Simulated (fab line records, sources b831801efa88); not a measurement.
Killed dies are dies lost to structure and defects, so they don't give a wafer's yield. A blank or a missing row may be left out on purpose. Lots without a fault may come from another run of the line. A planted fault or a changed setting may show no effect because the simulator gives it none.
Tool commonality check | flow gf180mcu | 12 lots, 36 wafers sampled

WHY IT WAS OPENED
At GF_VT_IMPLANT_TW_MEAS_32 the reading VT_IMPLANT_3_TW is flagged on 2 of 12 lots. Wafers without a fault read 269, standard deviation 3.9.
Rule: a lot is flagged when every wafer of it that has a number lies more than 4 standard deviations from that mean, or none has a number. The other lots count as sound.

lot  | measured     | on            | VT_IMPLANT_3_TW, wafer by wafer | flag
L978 | day 6 20:24  | film_metro-02 | 268 267 267                     |
L982 | day 7 21:02  | film_metro-01 | 265 266 265                     |
L986 | day 9 02:08  | film_metro-03 | 276 274 273                     |
L990 | day 10 00:18 | film_metro-02 | 267 267 268                     |
L992 | day 10 17:50 | film_metro-03 | 589 589 592                     | FLAGGED
L993 | day 10 23:31 | film_metro-02 | 575 577 575                     | FLAGGED
L994 | day 11 08:32 | film_metro-02 | 264 265 265                     |
L995 | day 11 11:18 | film_metro-03 | 274 275 273                     |
L998 | day 12 08:08 | film_metro-02 | 266 268 266                     |
L999 | day 12 16:42 | film_metro-03 | 271 273 272                     |
L100 | day 12 20:46 | film_metro-03 | 272 272 272                     |
L101 | day 13 00:51 | film_metro-02 | 266 267 267                     |
The numbers of the flagged lots are 583 on average: +314 against the usual, or +80 standard deviations.

WHICH TOOL RAN EACH LOT
The record holds 2 process steps before the reading, out of a route of 602 steps. In each cell: the tool, then ch and the chambers that the sampled wafers went through, then the start.
lot  | flag    | GF_NWELL_STRIP_10                   | GF_VT_IMPLANT_COAT_02
L978 |         | plasma_asher-03 ch 0,1, day 3 06:49 | litho_track-04 ch 0, day 5 06:42
L982 |         | plasma_asher-01 ch 0,1, day 4 04:23 | litho_track-04 ch 0, day 6 06:22
L986 |         | plasma_asher-01 ch 1, day 5 04:35   | litho_track-02 ch 0, day 7 09:49
L990 |         | plasma_asher-02 ch 0,1, day 6 00:52 | litho_track-03 ch 0, day 8 07:41
L992 | FLAGGED | plasma_asher-02 ch 0,1, day 6 13:38 | litho_track-03, day 8 21:40
L993 | FLAGGED | plasma_asher-03 ch 0,1, day 6 18:35 | litho_track-04, day 9 02:09
L994 |         | plasma_asher-02 ch 0,1, day 7 02:07 | litho_track-02 ch 0, day 9 10:02
L995 |         | plasma_asher-02 ch 0,1, day 7 05:52 | litho_track-03 ch 0, day 9 14:11
L998 |         | plasma_asher-03 ch 0, day 7 23:11   | litho_track-04 ch 0, day 10 09:43
L999 |         | plasma_asher-02 ch 0,1, day 8 04:49 | litho_track-03 ch 0, day 10 18:13
L100 |         | plasma_asher-03 ch 0,1, day 8 08:37 | litho_track-04 ch 0, day 10 20:45
L101 |         | plasma_asher-01 ch 0,1, day 8 12:22 | litho_track-04 ch 0, day 11 00:33
What these steps do:
- GF_NWELL_STRIP_10: strips in O2/N2.
- GF_VT_IMPLANT_COAT_02: resist thk 1000 nm.
- GF_VT_IMPLANT_TW_MEAS_32

FLAGGED OVER TOTAL, TOOL BY TOOL (the gauges that took the reading come last)
step                     | tool            | lots run | flagged | share of the flagged lots | sound lots run after its first flagged lot
GF_NWELL_STRIP_10        | plasma_asher-01 | 3        | 0       | none                      | -
GF_NWELL_STRIP_10        | plasma_asher-02 | 5        | 1       | some                      | 3 (L994,L995,L999)
GF_NWELL_STRIP_10        | plasma_asher-03 | 4        | 1       | some                      | 2 (L998,L100)
GF_VT_IMPLANT_COAT_02    | litho_track-02  | 2        | 0       | none                      | -
GF_VT_IMPLANT_COAT_02    | litho_track-03  | 4        | 1       | some                      | 2 (L995,L999)
GF_VT_IMPLANT_COAT_02    | litho_track-04  | 6        | 1       | some                      | 3 (L998,L100,L101)
GF_VT_IMPLANT_TW_MEAS_32 | film_metro-01   | 1        | 0       | none                      | -
GF_VT_IMPLANT_TW_MEAS_32 | film_metro-02   | 6        | 1       | some                      | 3 (L994,L998,L101)
GF_VT_IMPLANT_TW_MEAS_32 | film_metro-03   | 5        | 1       | some                      | 3 (L995,L999,L100)

WHAT THE TABLE ALLOWS
No row of the table ran every flagged lot.

WHAT THE SIMULATOR HAD PUT IN
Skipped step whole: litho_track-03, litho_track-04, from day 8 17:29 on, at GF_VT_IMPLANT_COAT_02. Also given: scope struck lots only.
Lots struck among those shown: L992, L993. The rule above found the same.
